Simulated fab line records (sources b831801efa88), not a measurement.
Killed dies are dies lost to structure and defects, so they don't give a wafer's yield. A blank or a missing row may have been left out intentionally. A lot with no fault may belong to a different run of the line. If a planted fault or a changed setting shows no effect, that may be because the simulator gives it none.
2 desks, one fault / flow sky130 / numbers are kept per desk, each desk with only its own; the story behind them comes last

## FROM THE METROLOGY DESK
What the gauges read for every lot (on any tool): the sampled wafers with a number, averaged. A lot is out of limits, marked OUT, if its mean lies more than 4 standard deviations from the usual mean; the brackets give that distance.
Columns: A = VIA4_OVL at SKY_VIA4_OVL_MEAS_11, usual 0.5 nm
lot=L552; first seen here=day 42 00:58; A=0.3
lot=L555; first seen here=day 43 05:53; A=3.0
lot=L557; first seen here=day 44 08:43; A=1.8
lot=L558; first seen here=day 44 11:28; A=-0.7
lot=L559; first seen here=day 44 18:43; A=2.2
lot=L560; first seen here=day 45 00:01; A=-0.1
lot=L562; first seen here=day 45 09:02; A=1.0
lot=L563; first seen here=day 45 11:53; A=0.7
lot=L565; first seen here=day 45 23:02; A=-1.0
lot=L571; first seen here=day 47 17:04; A=-1.0
lot=L572; first seen here=day 48 06:44; A=1.3
lot=L573; first seen here=day 48 18:07; A=-0.7
This desk found nothing out of limits on any of the 12 lots.

## FOR THE TOOL OWNER'S DESK: cmp-01
The tool's own readings at SKY_VIA4_CMP_21 (polishes, stops on SiO2, t overpolish 25 s, target thk 0 nm): means of the sampled wafers that have a number, for each lot that ran on this tool. A lot is out of limits, marked OUT, if its mean lies more than 4 standard deviations from the usual mean; the brackets give that distance.
Columns: A = motorCurrentA at SKY_VIA4_CMP_21, usual 10.4 A; B = overpolishRunS at SKY_VIA4_CMP_21, usual 25.000 s; C = timeToEndpointS at SKY_VIA4_CMP_21, usual 122 s
lot=L552; first seen here=day 42 02:10; A=10.3; B=25.007; C=125
lot=L559; first seen here=day 44 19:48; A=9.5; B=24.999; C=129
lot=L560; first seen here=day 45 01:07; A=10.0; B=24.992; C=129
lot=L562; first seen here=day 45 10:10; A=10.6; B=25.001; C=120
lot=L565; first seen here=day 46 00:07; A=10.7; B=25.002; C=124
lot=L571; first seen here=day 47 18:12; A=10.5; B=19.780 (-99 or more) OUT; C=116
lot=L573; first seen here=day 48 20:01; A=10.1; B=19.790 (-99 or more) OUT; C=121
This desk finds L571, L573 out of limits, L571 being first, at day 47 18:12 (overpolishRunS at SKY_VIA4_CMP_21). Within limits: L552, L559, L560, L562, L565.

## ALL TOGETHER
At day 47 18:12, on L571, L573, the tool owner's desk was in a position to raise an alarm.
Metrology desk: nothing out of limits seen.
The metrology desk holds a record of L571, L573, inside its limits.
Of the lots named, all ran SKY_VIA4_CMP_21 on cmp-01.

## WHAT HAD BEEN PUT IN BY THE SIMULATOR
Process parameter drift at SKY_VIA4_CMP_21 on cmp-01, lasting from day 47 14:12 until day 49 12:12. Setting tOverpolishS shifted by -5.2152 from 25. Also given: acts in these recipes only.
Shown lots that were struck: L571, L573.
Delay in hours, fault start to first out-of-limits reading, by desk: the tool owner's desk at 4.
